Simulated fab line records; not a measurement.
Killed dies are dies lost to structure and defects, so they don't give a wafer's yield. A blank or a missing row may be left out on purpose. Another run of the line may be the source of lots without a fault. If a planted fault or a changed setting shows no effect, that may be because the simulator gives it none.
Which of the tools did it? + flow gf180mcu + Sampling: 24 lots, 72 wafers, 6 of 602 route steps

== WHAT THE GAUGES READ, wafer by wafer ==
GF_PSD_OVL_MEAS_08. Usual: PSD_OVL gives -0.1 nm (standard deviation 1.7).
| lot  | measured     | on         | PSD_OVL (nm)   | flag |
|------|--------------|------------|----------------|------|
| L074 | day 14 03:31 | overlay-02 | -1.0 -0.7 -1.9 |      |
| L075 | day 14 11:43 | overlay-02 | -1.5 -0.1 0.0  |      |
| L076 | day 14 21:51 | overlay-02 | 0.4 0.7 -0.1   |      |
| L077 | day 15 07:43 | overlay-01 | 3.2 3.9 3.5    |      |
| L078 | day 15 16:06 | overlay-02 | -0.5 -1.5 0.4  |      |
| L079 | day 16 00:27 | overlay-01 | 0.8 0.9 2.5    |      |
| L080 | day 16 05:09 | overlay-01 | -0.8 -0.4 -0.1 |      |
| L081 | day 16 20:09 | overlay-02 | -1.2 -1.5 -2.3 |      |
| L082 | day 16 20:51 | overlay-02 | -2.5 -0.9 -1.2 |      |
| L083 | day 17 10:15 | overlay-01 | 2.5 0.6 1.8    |      |
| L084 | day 17 18:02 | overlay-02 | 0.4 -0.7 0.0   |      |
| L085 | day 18 08:02 | overlay-01 | 0.3 2.5 0.7    |      |
| L086 | day 18 11:51 | overlay-02 | 0.3 0.1 -0.3   |      |
| L087 | day 18 19:00 | overlay-02 | 1.2 1.5 0.5    |      |
| L088 | day 19 07:24 | overlay-02 | -1.9 -0.3 0.3  |      |
| L089 | day 19 13:19 | overlay-02 | -0.6 1.3 -0.5  |      |
| L090 | day 19 18:25 | overlay-02 | -2.8 -2.4 -2.2 |      |
| L091 | day 20 04:44 | overlay-02 | 0.7 -0.1 0.0   |      |
| L092 | day 20 11:32 | overlay-02 | -3.0 -3.1 -1.6 |      |
| L093 | day 20 22:29 | overlay-01 | 0.8 0.9 0.7    |      |
| L094 | day 21 08:50 | overlay-01 | -3.1 -3.1 -1.1 |      |
| L095 | day 21 16:41 | overlay-02 | -1.0 -1.4 -2.0 |      |
| L096 | day 21 20:40 | overlay-01 | 0.2 -1.9 -0.8  |      |
| L097 | day 22 12:59 | overlay-01 | 1.2 2.1 1.2    |      |

GF_M2_CD_MEAS_14: target cd 280 nm. Usual: cdNm at 280.0 nm, with a standard deviation of 1.
| lot  | measured     | on       | cdNm (nm)         | flag |
|------|--------------|----------|-------------------|------|
| L074 | day 19 04:11 | cdSem-01 | 277.6 277.0 278.2 |      |
| L075 | day 19 13:18 | cdSem-02 | 281.2 279.6 280.7 |      |
| L076 | day 20 01:02 | cdSem-02 | 281.8 281.5 281.3 |      |
| L077 | day 20 11:49 | cdSem-01 | 279.1 279.6 280.0 |      |
| L078 | day 20 21:16 | cdSem-01 | 278.4 279.1 278.8 |      |
| L079 | day 21 07:10 | cdSem-02 | 280.2 280.9 280.0 |      |
| L080 | day 21 09:52 | cdSem-01 | 280.6 280.5 280.2 |      |
| L081 | day 22 03:53 | cdSem-01 | 278.5 279.3 278.5 |      |
| L082 | day 22 04:11 | cdSem-02 | 281.8 280.9 281.9 |      |
| L083 | day 22 19:34 | cdSem-02 | 280.8 281.1 281.3 |      |
| L084 | day 23 00:47 | cdSem-02 | 279.4 280.4 279.5 |      |
| L085 | day 23 14:48 | cdSem-02 | 279.2 279.6 280.3 |      |
| L086 | day 23 17:20 | cdSem-02 | 280.0 279.5 280.4 |      |
| L087 | day 23 23:13 | cdSem-01 | 280.8 280.3 280.8 |      |
| L088 | day 24 10:20 | cdSem-01 | 280.6 279.8 279.3 |      |
| L089 | day 24 14:53 | cdSem-01 | 280.3 280.2 279.2 |      |
| L090 | day 24 19:58 | cdSem-01 | 279.3 280.5 280.1 |      |
| L091 | day 25 05:28 | cdSem-02 | 281.2 280.1 281.8 |      |
| L092 | day 25 12:59 | cdSem-01 | 279.8 280.5 279.7 |      |
| L093 | day 25 21:47 | cdSem-02 | 280.0 279.4 278.9 |      |
| L094 | day 26 07:08 | cdSem-01 | 280.0 279.6 279.6 |      |
| L095 | day 26 12:32 | cdSem-02 | 279.9 279.6 280.4 |      |
| L096 | day 26 15:59 | cdSem-02 | 280.4 280.7 281.9 |      |
| L097 | day 27 06:47 | cdSem-02 | 278.8 279.7 278.9 |      |

== WHAT TOOL EACH LOT RAN ON (gives the tool, then ch and the chambers of the sampled wafers, and finally the start) ==
| lot  | GF_POLY_GATE_STRIP_14               | GF_SAB_CVD_00                   | GF_CONTACT_CVD_24            | GF_M1_SPUTTER_01            |
|------|-------------------------------------|---------------------------------|------------------------------|-----------------------------|
| L074 | plasmaAsher-02 ch 0,1, day 9 04:15  | pecvd-03 ch 0,1,2, day 14 04:13 | cvdW-01 ch 0,1, day 16 00:26 | pvdSputter-04, day 16 01:07 |
| L075 | plasmaAsher-02 ch 0,1, day 9 12:00  | pecvd-01 ch 1,2, day 14 12:25   | cvdW-02 ch 0, day 16 08:51   | pvdSputter-01, day 16 09:32 |
| L076 | plasmaAsher-01 ch 0,1, day 9 20:11  | pecvd-03 ch 0,2, day 14 22:40   | cvdW-01 ch 1, day 16 20:28   | pvdSputter-02, day 16 21:08 |
| L077 | plasmaAsher-01 ch 0,1, day 10 04:31 | pecvd-01 ch 0,2, day 15 08:25   | cvdW-02 ch 0,1, day 17 06:35 | pvdSputter-01, day 17 07:25 |
| L078 | plasmaAsher-02 ch 0,1, day 10 11:56 | pecvd-01 ch 0,1, day 15 16:49   | cvdW-02 ch 0,1, day 17 16:31 | pvdSputter-04, day 17 17:20 |
| L079 | plasmaAsher-01 ch 0,1, day 10 18:51 | pecvd-01 ch 1,2, day 16 01:10   | cvdW-01 ch 0,1, day 18 01:30 | pvdSputter-02, day 18 02:11 |
| L080 | plasmaAsher-01 ch 0,1, day 10 21:41 | pecvd-03 ch 0,2, day 16 05:56   | cvdW-02 ch 0,1, day 18 05:41 | pvdSputter-01, day 18 06:21 |
| L081 | plasmaAsher-02 ch 0,1, day 11 07:53 | pecvd-02 ch 0,1,2, day 16 20:52 | cvdW-01 ch 0,1, day 18 22:49 | pvdSputter-02, day 18 23:29 |
| L082 | plasmaAsher-02 ch 0, day 11 11:30   | pecvd-03 ch 0,1,2, day 16 21:35 | cvdW-02 ch 1, day 18 23:26   | pvdSputter-04, day 19 00:07 |
| L083 | plasmaAsher-02 ch 0,1, day 11 21:29 | pecvd-03 ch 1,2, day 17 10:58   | cvdW-02 ch 0,1, day 19 14:42 | pvdSputter-02, day 19 15:21 |
| L084 | plasmaAsher-01 ch 0,1, day 12 06:15 | pecvd-01 ch 0,1,2, day 17 18:46 | cvdW-01 ch 0,1, day 19 21:12 | pvdSputter-02, day 19 21:54 |
| L085 | plasmaAsher-02 ch 0, day 12 15:27   | pecvd-02 ch 1,2, day 18 08:46   | cvdW-01 ch 0, day 20 12:21   | pvdSputter-01, day 20 13:02 |
| L086 | plasmaAsher-02 ch 0,1, day 12 18:32 | pecvd-02 ch 0,1,2, day 18 12:37 | cvdW-01 ch 0,1, day 20 16:07 | pvdSputter-01, day 20 16:47 |
| L087 | plasmaAsher-01 ch 0,1, day 13 01:59 | pecvd-03 ch 0,1, day 18 19:43   | cvdW-01 ch 0,1, day 20 22:20 | pvdSputter-02, day 20 22:59 |
| L088 | plasmaAsher-02 ch 0,1, day 13 11:36 | pecvd-02 ch 0,1,2, day 19 08:07 | cvdW-01 ch 0,1, day 21 10:18 | pvdSputter-01, day 21 10:59 |
| L089 | plasmaAsher-03 ch 0,1, day 13 15:48 | pecvd-02 ch 0,1,2, day 19 14:01 | cvdW-01 ch 0, day 21 15:22   | pvdSputter-02, day 21 16:02 |
| L090 | plasmaAsher-02 ch 0,1, day 13 21:19 | pecvd-01 ch 0,1, day 19 19:09   | cvdW-02 ch 0,1, day 21 21:11 | pvdSputter-01, day 21 21:50 |
| L091 | plasmaAsher-01 ch 1, day 14 04:45   | pecvd-01 ch 0,1, day 20 05:28   | cvdW-01 ch 0,1, day 22 07:40 | pvdSputter-02, day 22 08:20 |
| L092 | plasmaAsher-01 ch 0,1, day 14 10:21 | pecvd-02 ch 1,2, day 20 12:16   | cvdW-02 ch 0,1, day 22 15:19 | pvdSputter-04, day 22 15:59 |
| L093 | plasmaAsher-03 ch 0,1, day 14 20:54 | pecvd-01 ch 0,1, day 20 23:13   | cvdW-01 ch 1, day 23 00:16   | pvdSputter-02, day 23 01:02 |
| L094 | plasmaAsher-03 ch 0,1, day 15 06:09 | pecvd-03 ch 1,2, day 21 09:34   | cvdW-01 ch 0,1, day 23 10:38 | pvdSputter-04, day 23 11:19 |
| L095 | plasmaAsher-03 ch 0,1, day 15 12:14 | pecvd-03 ch 0,1,2, day 21 17:25 | cvdW-02 ch 0,1, day 23 16:51 | pvdSputter-04, day 23 17:32 |
| L096 | plasmaAsher-02 ch 0,1, day 15 15:28 | pecvd-02 ch 0,1, day 21 21:22   | cvdW-01 ch 0,1, day 23 21:20 | pvdSputter-01, day 23 21:59 |
| L097 | plasmaAsher-01 ch 0,1, day 16 06:56 | pecvd-02 ch 0,1, day 22 13:43   | cvdW-02 ch 0,1, day 24 12:19 | pvdSputter-04, day 24 13:00 |
- GF_POLY_GATE_STRIP_14: strips in O2/N2.
- GF_SAB_CVD_00: deposits SiO2 from TEOS, target thk 50 nm, time 4.9302 s.
- GF_CONTACT_CVD_24: deposits W, target thk 300 nm, time 90.339 s.
- GF_M1_SPUTTER_01: material TiN, target thk 30 nm, time 25 s.

== WHAT THE TOOLS THEMSELVES READ (means of the sampled wafers that have a number; where no wafer has one, the mark that the record gives instead) ==
GF_POLY_GATE_STRIP_14. Usual: drypumpMotorCurrentA 5.6 A, standard deviation 0.43; heaterPowerW 325 W, standard deviation 20; o2FlowSccm 3003 sccm, standard deviation 9.1; oesProductAu 0.505 a.u., standard deviation 0.0049.
| lot  | tool           | drypumpMotorCurrentA (A) | heaterPowerW (W) | o2FlowSccm (sccm) | oesProductAu (a.u.) | flag |
|------|----------------|--------------------------|------------------|-------------------|---------------------|------|
| L074 | plasmaAsher-02 | 5.2                      | 324              | 3006              | 0.508               |      |
| L075 | plasmaAsher-02 | 5.2                      | 322              | 2998              | 0.509               |      |
| L076 | plasmaAsher-01 | 5.9                      | 333              | 3006              | 0.503               |      |
| L077 | plasmaAsher-01 | 5.9                      | 334              | 3008              | 0.501               |      |
| L078 | plasmaAsher-02 | 5.2                      | 326              | 3006              | 0.505               |      |
| L079 | plasmaAsher-01 | 5.9                      | 321              | 3004              | 0.503               |      |
| L080 | plasmaAsher-01 | 5.9                      | 330              | 3008              | 0.506               |      |
| L081 | plasmaAsher-02 | 5.2                      | 325              | 2990              | 0.505               |      |
| L082 | plasmaAsher-02 | 5.2                      | 338              | 2998              | 0.502               |      |
| L083 | plasmaAsher-02 | 5.2                      | 324              | 3006              | 0.502               |      |
| L084 | plasmaAsher-01 | 5.9                      | 319              | 3000              | 0.504               |      |
| L085 | plasmaAsher-02 | 5.2                      | 339              | 3001              | 0.502               |      |
| L086 | plasmaAsher-02 | 5.2                      | 312              | 2993              | 0.503               |      |
| L087 | plasmaAsher-01 | 5.9                      | 332              | 3006              | 0.504               |      |
| L088 | plasmaAsher-02 | 5.2                      | 326              | 3017              | 0.505               |      |
| L089 | plasmaAsher-03 | 5.8                      | 346              | 3001              | 0.510               |      |
| L090 | plasmaAsher-02 | 5.2                      | 317              | 3013              | 0.505               |      |
| L091 | plasmaAsher-01 | 6.0                      | 347              | 3006              | 0.505               |      |
| L092 | plasmaAsher-01 | 5.9                      | 337              | 2998              | 0.505               |      |
| L093 | plasmaAsher-03 | 6.2                      | 324              | 3000              | 0.504               |      |
| L094 | plasmaAsher-03 | 5.8                      | 347              | 2998              | 0.508               |      |
| L095 | plasmaAsher-03 | 6.1                      | 324              | 2996              | 0.507               |      |
| L096 | plasmaAsher-02 | 5.2                      | 315              | 2991              | 0.508               |      |
| L097 | plasmaAsher-01 | 5.9                      | 329              | 3006              | 0.505               |      |

GF_SAB_CVD_00. Usual: heaterPowerW at 632 W, with a standard deviation of 110.
| lot  | tool     | heaterPowerW (W) | flag |
|------|----------|------------------|------|
| L074 | pecvd-03 | 574              |      |
| L075 | pecvd-01 | 826              |      |
| L076 | pecvd-03 | 629              |      |
| L077 | pecvd-01 | 722              |      |
| L078 | pecvd-01 | 602              |      |
| L079 | pecvd-01 | 699              |      |
| L080 | pecvd-03 | 640              |      |
| L081 | pecvd-02 | 596              |      |
| L082 | pecvd-03 | 594              |      |
| L083 | pecvd-03 | 614              |      |
| L084 | pecvd-01 | 784              |      |
| L085 | pecvd-02 | 570              |      |
| L086 | pecvd-02 | 566              |      |
| L087 | pecvd-03 | 609              |      |
| L088 | pecvd-02 | 559              |      |
| L089 | pecvd-02 | 587              |      |
| L090 | pecvd-01 | 586              |      |
| L091 | pecvd-01 | 665              |      |
| L092 | pecvd-02 | 578              |      |
| L093 | pecvd-01 | 674              |      |
| L094 | pecvd-03 | 586              |      |
| L095 | pecvd-03 | 624              |      |
| L096 | pecvd-02 | 607              |      |
| L097 | pecvd-02 | 577              |      |

GF_CONTACT_CVD_24. Usual: heaterPowerW at 852 W, with a standard deviation of 79.
| lot  | tool    | heaterPowerW (W) | flag |
|------|---------|------------------|------|
| L074 | cvdW-01 | 863              |      |
| L075 | cvdW-02 | 971              |      |
| L076 | cvdW-01 | 992              |      |
| L077 | cvdW-02 | 867              |      |
| L078 | cvdW-02 | 860              |      |
| L079 | cvdW-01 | 819              |      |
| L080 | cvdW-02 | 909              |      |
| L081 | cvdW-01 | 791              |      |
| L082 | cvdW-02 | 808              |      |
| L083 | cvdW-02 | 902              |      |
| L084 | cvdW-01 | 825              |      |
| L085 | cvdW-01 | 761              |      |
| L086 | cvdW-01 | 816              |      |
| L087 | cvdW-01 | 837              |      |
| L088 | cvdW-01 | 812              |      |
| L089 | cvdW-01 | 757              |      |
| L090 | cvdW-02 | 906              |      |
| L091 | cvdW-01 | 830              |      |
| L092 | cvdW-02 | 933              |      |
| L093 | cvdW-01 | 873              |      |
| L094 | cvdW-01 | 826              |      |
| L095 | cvdW-02 | 879              |      |
| L096 | cvdW-01 | 828              |      |
| L097 | cvdW-02 | 931              |      |

GF_M1_SPUTTER_01. Usual: throttleValvePct at 30.1 %, with a standard deviation of 0.93.
| lot  | tool          | throttleValvePct (%) | flag |
|------|---------------|----------------------|------|
| L074 | pvdSputter-04 | 30.2                 |      |
| L075 | pvdSputter-01 | 30.7                 |      |
| L076 | pvdSputter-02 | 30.1                 |      |
| L077 | pvdSputter-01 | 30.5                 |      |
| L078 | pvdSputter-04 | 29.6                 |      |
| L079 | pvdSputter-02 | 30.2                 |      |
| L080 | pvdSputter-01 | 30.5                 |      |
| L081 | pvdSputter-02 | 29.9                 |      |
| L082 | pvdSputter-04 | 29.6                 |      |
| L083 | pvdSputter-02 | 29.8                 |      |
| L084 | pvdSputter-02 | 29.8                 |      |
| L085 | pvdSputter-01 | 31.0                 |      |
| L086 | pvdSputter-01 | 30.5                 |      |
| L087 | pvdSputter-02 | 29.9                 |      |
| L088 | pvdSputter-01 | 30.0                 |      |
| L089 | pvdSputter-02 | 29.7                 |      |
| L090 | pvdSputter-01 | 30.5                 |      |
| L091 | pvdSputter-02 | 29.8                 |      |
| L092 | pvdSputter-04 | 29.6                 |      |
| L093 | pvdSputter-02 | 29.7                 |      |
| L094 | pvdSputter-04 | 29.2                 |      |
| L095 | pvdSputter-04 | 29.2                 |      |
| L096 | pvdSputter-01 | 30.2                 |      |
| L097 | pvdSputter-04 | 30.2                 |      |

== THE ANSWER, worked out from the rows above alone ==
Rule: lot off if the mean of its wafers having a number is beyond 3 standard deviations from the usual mean. A lot without any number at a reading at which 4 lots or more have one is off too. All remaining lots with rows at the step are treated as sound. The gauges are gone through in route order, then the tools' own readings, and for those a lot's mean is taken as printed above. At the first step where some lot is off, the reading lying furthest off is the one used; lots without a number count as furthest.
No lot is off on any of the readings shown, so nothing can be concluded from this.

== WHAT WAS PUT IN BY THE SIMULATOR ==
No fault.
